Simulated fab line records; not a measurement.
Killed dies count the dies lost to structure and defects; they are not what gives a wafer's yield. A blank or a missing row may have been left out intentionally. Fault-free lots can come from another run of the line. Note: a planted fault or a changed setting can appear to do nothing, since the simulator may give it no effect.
Chamber matching / flow gf180mcu / GF_V1_CMP_26 on cmp-01 has 4 sister chambers
The step polishes, stops on SiO2, t overpolish 15 s, target thk 0 nm. 8 wafers are shown with their chamber, then 9 later ones without.

== EACH WAFER AND ITS CHAMBER ==
wafer=L551.5; chamber=1; motor-current-A (A)=9.9; slurry-flow-ml-min=149.2
wafer=L552.2; chamber=2; motor-current-A (A)=10.6; slurry-flow-ml-min=151.4
wafer=L557.1; chamber=0; motor-current-A (A)=12.0; slurry-flow-ml-min=149.6
wafer=L557.4; chamber=3; motor-current-A (A)=12.6; slurry-flow-ml-min=149.8
wafer=L557.5; chamber=2; motor-current-A (A)=11.0; slurry-flow-ml-min=150.6
wafer=L564.2; chamber=0; motor-current-A (A)=11.8; slurry-flow-ml-min=150.1
wafer=L564.3; chamber=1; motor-current-A (A)=9.9; slurry-flow-ml-min=149.8
wafer=L564.6; chamber=3; motor-current-A (A)=12.7; slurry-flow-ml-min=151.6

== WAFERS MISSING THEIR CHAMBER ==
wafer=L565.1; motor-current-A (A)=11.2; slurry-flow-ml-min=150.3
wafer=L565.3; motor-current-A (A)=10.1; slurry-flow-ml-min=149.5
wafer=L565.6; motor-current-A (A)=12.4; slurry-flow-ml-min=149.8
wafer=L567.2; motor-current-A (A)=12.7; slurry-flow-ml-min=149.9
wafer=L567.3; motor-current-A (A)=11.0; slurry-flow-ml-min=149.2
wafer=L567.4; motor-current-A (A)=9.7; slurry-flow-ml-min=150.5
wafer=L568.1; motor-current-A (A)=12.0; slurry-flow-ml-min=150.6
wafer=L568.5; motor-current-A (A)=11.7; slurry-flow-ml-min=150.2
wafer=L568.6; motor-current-A (A)=10.1; slurry-flow-ml-min=149.4

== CHAMBER TAKEN BY EACH ==
wafer=L565.1; from the rows above=can't be placed: 2 or 0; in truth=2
wafer=L565.3; from the rows above=1; in truth=1
wafer=L565.6; from the rows above=can't be placed: 3 or 0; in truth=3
wafer=L567.2; from the rows above=3; in truth=3
wafer=L567.3; from the rows above=2; in truth=2
wafer=L567.4; from the rows above=1; in truth=1
wafer=L568.1; from the rows above=0; in truth=0
wafer=L568.5; from the rows above=0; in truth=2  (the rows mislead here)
wafer=L568.6; from the rows above=1; in truth=1
Correct placement for 6 of the 9. These rows do not allow placing 2 (true chamber among the candidates in 2). Placed wrongly: 1.
How it was worked out, from the rows above alone: a wafer's distance from a chamber is the root of the sum, over the readings, of the square of ((its reading less the chamber's mean) divided by the reading's scatter). If the next closest chamber is less than 2 further off than the closest, the wafer can't be placed; otherwise it belongs to the closest. For every chamber, the mean is computed from those of its wafers that are shown. The scatter: the root of (the sum of the squares of (reading less its chamber's mean) over the shown wafers, divided by (wafers less chambers)).
